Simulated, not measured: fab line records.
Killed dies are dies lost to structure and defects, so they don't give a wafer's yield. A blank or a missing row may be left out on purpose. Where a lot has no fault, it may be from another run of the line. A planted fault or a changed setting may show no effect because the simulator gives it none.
fab line records	flow sky130
record lots=15	wafers=45	lastDay=51
route steps=708 shown VIA2@509 METAL3@569 CAP2M@603
lots that met no fault: from a run of the same line without faults
startH: hours from the record's first day to the start of the lot's first wafer shown	waitH: time in hours since the lot's previous step	" repeats the value in the row above	L1.1+2: a single row standing in for several wafers	- no value, or no start given	* or withheld: withheld	< > ~ a bound
route shown NAME@n: NAME is a module with steps in the file, n the number in the route of the first one	usual: mean and standard deviation over wafers with no fault	same: alike in all rows	chamber/n: place in a boat	sites: readings site by site	_std_site: standard deviation across them	_edge_site: inner sites' mean taken away from outer sites' mean	radiusMm: for every site, how far away it sits from the centre of the wafer	mask NAME#n: copy n	behind: the tool/chamber that last shaped the wafer	hold: the reason the lot was held/the length of the hold in hours/how it ended	device: names the non-switching transistor (n, p or np)	end of line: at the end of the route, the tests of the same wafers	for a step that has no rows: nothing shown but its recipe	killed: dies that structure and defects cost at the first sort, which is not the same as the wafer's yield	map: dies across one wafer; x = killed, . = not, _ = none there
set.NAME: setting as actually run; set.NAME@STEP: the setting as run at that earlier step	model.NAME: the simulator's own value behind a step, which no gauge read
route steps across a sampled set of lots; one table per step, one row per wafer
services: the hour from which a tool's chamber was out of use, counted from the record's first day as startH (under 0 if before that day), plus the number of hours and why
## steps
# step SKY_VIA2_CMP_02
# recipe material=SiO2	downForcePsi=4	platenRpm=60	padVelocityMS=0.94248
# usual motorCurrentA=13.1/1.5
lot.wafer	tool	chamber	startH	waitH	motorCurrentA
L464.4	cmp-01	0	854.21	0.0	13.9
L464.1	"	3	"	"	16.1
L464.6	"	0	"	"	13.6
L465.1	cmp-01	3	863.94	0.1	16.8
L465.5	"	2	"	"	13.2
L465.6	"	3	"	"	16.8
L466.2	cmp-01	1	864.66	0.0	12.5
L466.1	"	2	"	"	14.3
L466.3	"	0	"	"	13.3
L467.1	cmp-01	2	883.18	0.1	13.8
L467.2	"	3	"	"	16.0
L467.6	"	0	"	"	13.0
L472.2	cmp-01	1	910.17	0.1	12.1
L472.3	"	3	"	"	15.1
L472.6	"	0	"	"	13.7
L473.1	cmp-01	3	913.63	0.2	15.1
L473.6	"	1	"	"	12.5
L473.5	"	2	"	"	12.9
L474.2	cmp-01	3	923.43	0.1	16.1
L474.3	"	0	"	"	13.6
L474.4	"	1	"	"	12.4
L475.4	cmp-01	3	944.38	0.1	15.9
L475.1	"	1	"	"	12.0
L475.5	"	2	"	"	13.4
L478.3	cmp-02	2	972.23	0.0	13.8
L478.2	"	3	"	"	10.9
L478.6	"	3	"	"	10.4
L479.2	cmp-02	1	973.73	0.9	12.6
L479.1	"	3	"	"	11.2
L479.3	"	0	"	"	11.0
L480.1	cmp-02	2	990.19	0.1	14.0
L480.6	"	1	"	"	12.7
L480.5	"	2	"	"	13.2
L483.2	cmp-01	2	994.36	0.3	13.1
L483.1	"	0	"	"	13.4
L483.5	"	1	"	"	13.1
L482.4	cmp-02	2	995.64	0.1	12.7
L482.2	"	3	"	"	11.1
L482.6	"	2	"	"	13.7
L481.1	cmp-01	2	996.55	0.1	13.4
L481.3	"	0	"	"	13.4
L481.4	"	1	"	"	12.4
L484.4	cmp-01	0	1000.85	0.1	14.1
L484.5	"	2	"	"	14.1
L484.6	"	3	"	"	16.2
# step SKY_VIA2_SPUTTER_20
# recipe material=TiN	targetThkNm=20	chamberPressurePa=5	powerW=4000	timeS=80
# usual cathodeDcPowerW=4000.0/0.69	chamberPressurePa=4.999/0.01	throttleValvePct=29.6/1.2
lot.wafer	tool	chamber	startH	waitH	cathodeDcPowerW	chamberPressurePa	throttleValvePct
L464.1	pvdSputter-01	-	881.18	0.0	4000.1	4.999	28.7
L464.4	"	-	"	"	3999.4	4.998	30.9
L464.6	"	-	"	"	4000.6	5.016	30.1
L465.1	pvdSputter-03	-	890.92	0.0	4001.4	5.011	31.3
L465.5	"	-	"	"	4000.9	4.980	27.5
L465.6	"	-	"	"	4000.3	4.984	30.0
L466.1	pvdSputter-03	-	891.24	0.0	3999.0	5.009	31.2
L466.2	"	-	"	"	3999.9	5.005	29.9
L466.3	"	-	"	"	3999.3	4.995	28.5
L467.1	pvdSputter-04	-	909.72	0.0	3999.4	5.022	30.5
L467.2	"	-	"	"	4001.5	4.990	28.4
L467.6	"	-	"	"	3999.5	5.011	28.6
L472.2	pvdSputter-03	-	936.73	0.0	-	-	-
L472.3	"	-	"	"	-	-	-
L472.6	"	-	"	"	-	-	-
L473.1	pvdSputter-04	-	940.20	0.0	-	-	-
L473.5	"	-	"	"	-	-	-
L473.6	"	-	"	"	-	-	-
L474.2	pvdSputter-04	-	950.40	0.0	-	-	-
L474.3	"	-	"	"	-	-	-
L474.4	"	-	"	"	-	-	-
L475.1	pvdSputter-01	-	970.33	0.0	3999.8	5.010	30.7
L475.4	"	-	"	"	4001.7	5.015	29.9
L475.5	"	-	"	"	3999.2	5.023	30.2
L478.2	pvdSputter-03	-	997.33	0.0	4000.2	4.984	27.6
L478.3	"	-	"	"	4000.2	5.004	31.3
L478.6	"	-	"	"	3999.8	4.993	29.9
L479.1	pvdSputter-01	-	998.88	0.0	4000.1	4.991	29.8
L479.2	"	-	"	"	4000.9	5.014	28.7
L479.3	"	-	"	"	3999.9	5.018	31.0
L480.1	pvdSputter-04	-	1014.92	0.0	4000.2	4.998	31.5
L480.5	"	-	"	"	3999.1	4.978	29.9
L480.6	"	-	"	"	4000.3	5.014	28.6
L483.1	pvdSputter-04	-	1019.30	0.0	4000.3	5.005	29.5
L483.2	"	-	"	"	3999.7	4.992	31.6
L483.5	"	-	"	"	3999.6	5.000	30.8
L482.2	pvdSputter-03	-	1020.17	0.0	3999.8	4.991	29.8
L482.4	"	-	"	"	3999.8	4.993	27.7
L482.6	"	-	"	"	3999.9	4.999	31.5
L481.1	pvdSputter-01	-	1021.28	0.0	3999.9	4.993	30.1
L481.3	"	-	"	"	4000.2	4.998	28.3
L481.4	"	-	"	"	4000.4	5.011	28.4
L484.4	pvdSputter-03	-	1025.93	0.0	4001.2	4.992	31.2
L484.5	"	-	"	"	4001.4	4.988	27.8
L484.6	"	-	"	"	3999.8	4.995	28.4
# step SKY_METAL3_STRIP_19
# recipe chemistry=O2/N2	powerW=1400	pressureMtorr=1500	platenTempC=withheld	o2FlowSccm=3000	n2FlowSccm=300	overashFraction=0.5
# usual drypumpMotorCurrentA=5.6/0.37	n2FlowSccm=299.9/0.92	oesProductAu=0.503/0.0064	stripTimeToEndpointS=6.54/0.11
lot.wafer	tool	chamber	startH	waitH	drypumpMotorCurrentA	n2FlowSccm	oesProductAu	rfHoursCounterH	stripTimeToEndpointS
L464.1	plasmaAsher-04	0	935.38	0.1	5.5	299.5	0.514	20	6.71
L464.4	"	0	"	"	5.6	300.6	0.507	-	6.70
L464.6	"	0	"	"	5.6	300.5	0.500	-	6.46
L466.1	plasmaAsher-02	0	944.98	0.1	5.4	299.0	0.515	50	6.71
L466.2	"	1	"	"	5.4	300.2	0.499	50	6.45
L466.3	"	1	"	"	5.4	298.1	0.499	-	6.53
L465.1	plasmaAsher-03	1	945.46	0.1	6.4	301.2	0.492	105	6.50
L465.5	"	1	"	"	6.4	300.2	0.505	-	6.44
L465.6	"	0	"	"	5.4	300.5	0.494	-	6.45
L467.1	plasmaAsher-02	1	961.76	0.1	5.4	300.6	0.499	52	6.39
L467.2	"	0	"	"	5.4	299.3	0.498	52	6.34
L467.6	"	1	"	"	5.4	300.6	0.496	-	6.38
L475.1	plasmaAsher-02	0	1020.28	0.1	5.5	300.2	0.509	56	6.76
L475.4	"	1	"	"	5.4	299.2	0.518	-	6.82
L475.5	"	1	"	"	5.4	300.4	0.507	-	6.79
L478.2	plasmaAsher-04	0	1046.03	0.1	5.6	299.7	0.501	30	6.51
L478.3	"	1	"	"	5.6	297.1	0.511	-	6.69
L478.6	"	1	"	"	5.6	299.9	0.502	-	6.69
L479.1	plasmaAsher-03	1	1046.97	0.1	6.4	299.1	0.508	116	6.56
L479.2	"	0	"	"	5.4	301.0	0.505	116	6.66
L479.3	"	0	"	"	5.3	300.9	0.515	-	6.51
L480.1	plasmaAsher-02	0	1062.55	0.1	5.5	302.5	0.496	60	6.43
L480.5	"	0	"	"	5.5	302.4	0.498	-	6.49
L480.6	"	1	"	"	5.4	300.5	0.504	-	6.62
L483.1	plasmaAsher-02	1	1067.10	0.1	5.4	300.7	0.506	61	6.62
L483.2	"	0	"	"	5.5	299.6	0.506	61	6.51
L483.5	"	1	"	"	5.4	300.3	0.511	-	6.69
L482.2	plasmaAsher-03	1	1067.70	0.2	6.4	298.7	0.494	0	6.45
L482.4	"	1	"	"	6.4	299.1	0.502	-	6.42
L482.6	"	0	"	"	5.3	299.2	0.500	-	6.46
L481.1	plasmaAsher-03	1	1069.55	0.3	6.4	299.6	0.508	0	6.51
L481.3	"	1	"	"	6.4	299.3	0.500	-	6.52
L481.4	"	0	"	"	5.3	301.4	0.505	-	6.47
L484.4	plasmaAsher-04	0	1073.81	0.1	5.5	299.6	0.504	-	6.68
L484.5	"	0	"	"	5.6	300.6	0.503	-	6.50
L484.6	"	1	"	"	5.6	299.4	0.510	-	6.72
# step SKY_CAP2M_CVD_00
# recipe material=SiO2	targetThkNm=15.5	tempC=400	timeS=withheld	rfW=450
# usual heaterPowerOuterW=429/73	heaterPowerW=739/120	rfFwdPowerW=442.5/2.3
lot.wafer	tool	chamber	startH	waitH	heaterPowerOuterW	heaterPowerW	rfFwdPowerW
L464.1	pecvd-03	0	962.96	0.0	537	882	434.8
L464.4	"	2	"	"	254	460	445.9
L464.6	"	1	"	"	416	736	441.3
L466.1	pecvd-04	2	972.98	0.0	440	804	442.4
L466.2	"	1	"	"	454	778	443.1
L466.3	"	0	"	"	497	900	440.6
L465.1	pecvd-01	0	973.88	0.0	378	676	443.9
L465.5	"	2	"	"	439	693	444.8
L465.6	"	0	"	"	389	707	444.2
L467.1	pecvd-01	1	988.71	0.0	386	642	440.3
L467.2	"	0	"	"	389	679	442.5
L467.6	"	0	"	"	397	670	441.3
L475.1	pecvd-03	0	1045.91	0.0	570	903	438.3
L475.4	"	0	"	"	570	909	437.0
L475.5	"	1	"	"	351	654	442.6
L478.2	pecvd-03	0	1072.06	0.0	443	758	439.0
L478.3	"	2	"	"	302	523	443.9
L478.6	"	2	"	"	301	524	443.5
L479.1	pecvd-01	2	1073.72	0.0	411	678	446.2
L479.2	"	1	"	"	404	665	444.2
L479.3	"	0	"	"	343	620	441.9
L480.1	pecvd-03	1	1086.86	0.0	342	614	442.5
L480.5	"	2	"	"	240	440	445.2
L480.6	"	1	"	"	337	630	442.4
L483.1	pecvd-04	0	1091.86	0.0	474	835	440.2
L483.2	"	1	"	"	529	853	442.3
L483.5	"	1	"	"	532	837	443.5
L482.2	pecvd-04	2	1092.94	0.0	463	840	442.1
L482.4	"	1	"	"	503	831	443.4
L482.6	"	0	"	"	465	832	441.0
L481.1	pecvd-04	2	1094.45	0.0	440	816	444.0
L481.3	"	1	"	"	517	832	442.7
L481.4	"	1	"	"	522	826	442.6
L484.4	pecvd-04	0	1098.50	0.0	448	820	442.7
L484.5	"	1	"	"	420	708	440.7
L484.6	"	2	"	"	533	857	441.8
## services
tool	chamber	startH	hours	kind
pecvd-04	-	838.47	2.8	pm
pecvd-03	0	838.93	20.4	repair
cmp-01	-	848.52	4.8	pm
cmp-02	-	867.86	8.9	pm
cmp-01	-	874.09	0.3	repair
cmp-02	-	881.98	0.5	repair
plasmaAsher-03	-	882.40	28.1	pm
pvdSputter-04	-	887.49	4.1	repair
cmp-02	-	912.00	4.0	pm
plasmaAsher-03	-	932.99	3.8	repair
cmp-02	-	962.96	6.8	pm
plasmaAsher-02	-	967.48	15.6	pm
pecvd-03	-	969.23	2.8	pm
cmp-01	-	969.76	14.7	pm
pecvd-03	1	977.57	6.2	repair
pvdSputter-04	-	1031.10	4.0	repair
cmp-01	-	1042.16	0.9	repair
cmp-01	-	1046.11	2.8	pm
plasmaAsher-03	-	1055.25	9.0	pm
pvdSputter-04	-	1063.61	5.6	repair
pecvd-03	2	1072.45	4.1	repair
pvdSputter-03	-	1073.99	4.0	repair
cmp-02	-	1074.13	1.3	repair
cmp-01	-	1084.11	4.0	pm
## key
firstSign step=SKY_VIA2_SPUTTER_20	reading=toolRecord	direction=missing
effect none on later readings
metAt SKY_VIA2_SPUTTER_20
struckLots L472,L473,L474
laterRowsLeftOut L472.2,L472.3,L472.6,L473.1,L473.5,L473.6,L474.2,L474.3,L474.4
sortLeftOut L472.2,L472.3,L472.6,L473.1,L473.5,L473.6,L474.2,L474.3,L474.4
notActingAt SKY_VIA2_CMP_02,SKY_METAL3_STRIP_19,SKY_CAP2M_CVD_00
onsetBetween 909.72 936.73
fault kind=skippedStepWhole	tool=pvdSputter-03,pvdSputter-04	chamber=-	onsetH=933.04	steps=SKY_VIA2_SPUTTER_20	scope=struckLotsOnly
# sortLeftOut: the simulated sort isn't trusted on such a fault, so these wafers' sort isn't shown, and their yield isn't known
# laterRowsLeftOut: the simulator's readings of these wafers behind a module that went badly wrong aren't trusted and aren't shown, but for the sort
